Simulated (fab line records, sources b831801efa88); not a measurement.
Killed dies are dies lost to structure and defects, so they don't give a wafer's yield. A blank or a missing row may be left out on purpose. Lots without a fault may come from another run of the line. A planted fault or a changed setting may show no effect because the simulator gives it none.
Which tool did it? | flow gf180mcu | 13 lots, 37 wafers sampled, at 1 step of a route of 602

WHAT THE GAUGES READ, wafer by wafer
GF_STI_BOW_MEAS_00.
lot  | measured    | on            | INCOMING_BOW (um)
L111 | day 1 10:01 | film_metro-01 | -4 -8 8
L112 | day 1 15:04 | film_metro-02 | -10 -1 -10
L113 | day 1 20:00 | film_metro-02 | 2 0 -5
L118 | day 2 21:00 | film_metro-04 | -2 7 -3
L121 | day 3 12:04 | film_metro-01 | -8
L122 | day 3 17:04 | film_metro-04 | 3 0 -1
L125 | day 4 08:01 | film_metro-01 | -7 -20 6
L126 | day 4 13:00 | film_metro-04 | 8 6 -10
L128 | day 4 23:01 | film_metro-01 | 3 2 5
L131 | day 5 14:00 | film_metro-01 | -3 -7 3
L132 | day 5 19:00 | film_metro-01 | 9 0 14
L133 | day 6 00:01 | film_metro-01 | 1 8 -2
L134 | day 6 05:00 | film_metro-02 | 2 5 0

WHICH TOOL RAN EACH LOT (tool, then ch and the chambers of the sampled wafers, then the start)
The record holds no process step before these readings.

WHAT THE TOOLS THEMSELVES READ (means of the sampled wafers that have a number; where no wafer has one, the mark that the record gives instead)
The record holds no such reading with a usual standard deviation.

THE ANSWER, worked out from the rows above alone
Rule: what is usual is taken from the lots themselves. Put in order of their means at a reading, lots are off if they are a third of the lots or fewer, leave a main group of 4 or more, and stand apart from it by a gap of 3 or more times the standard deviation of the main group's means; of several such gaps the widest counts. A main group whose means are all the same, to the digits that the tables above print for the reading, isn't used. A lot without any number at a reading at which 4 lots or more have one is off too. The other lots that the step has rows for count as sound. The gauges are gone through in route order, then the tools' own readings, and for those a lot's mean is taken as printed above. The first step at which some lot is off is used, and at that step the reading that is off furthest; a lot without a number counts as furthest.
No lot is off at any reading shown: from this, nothing can be told.

WHAT THE SIMULATOR HAD PUT IN
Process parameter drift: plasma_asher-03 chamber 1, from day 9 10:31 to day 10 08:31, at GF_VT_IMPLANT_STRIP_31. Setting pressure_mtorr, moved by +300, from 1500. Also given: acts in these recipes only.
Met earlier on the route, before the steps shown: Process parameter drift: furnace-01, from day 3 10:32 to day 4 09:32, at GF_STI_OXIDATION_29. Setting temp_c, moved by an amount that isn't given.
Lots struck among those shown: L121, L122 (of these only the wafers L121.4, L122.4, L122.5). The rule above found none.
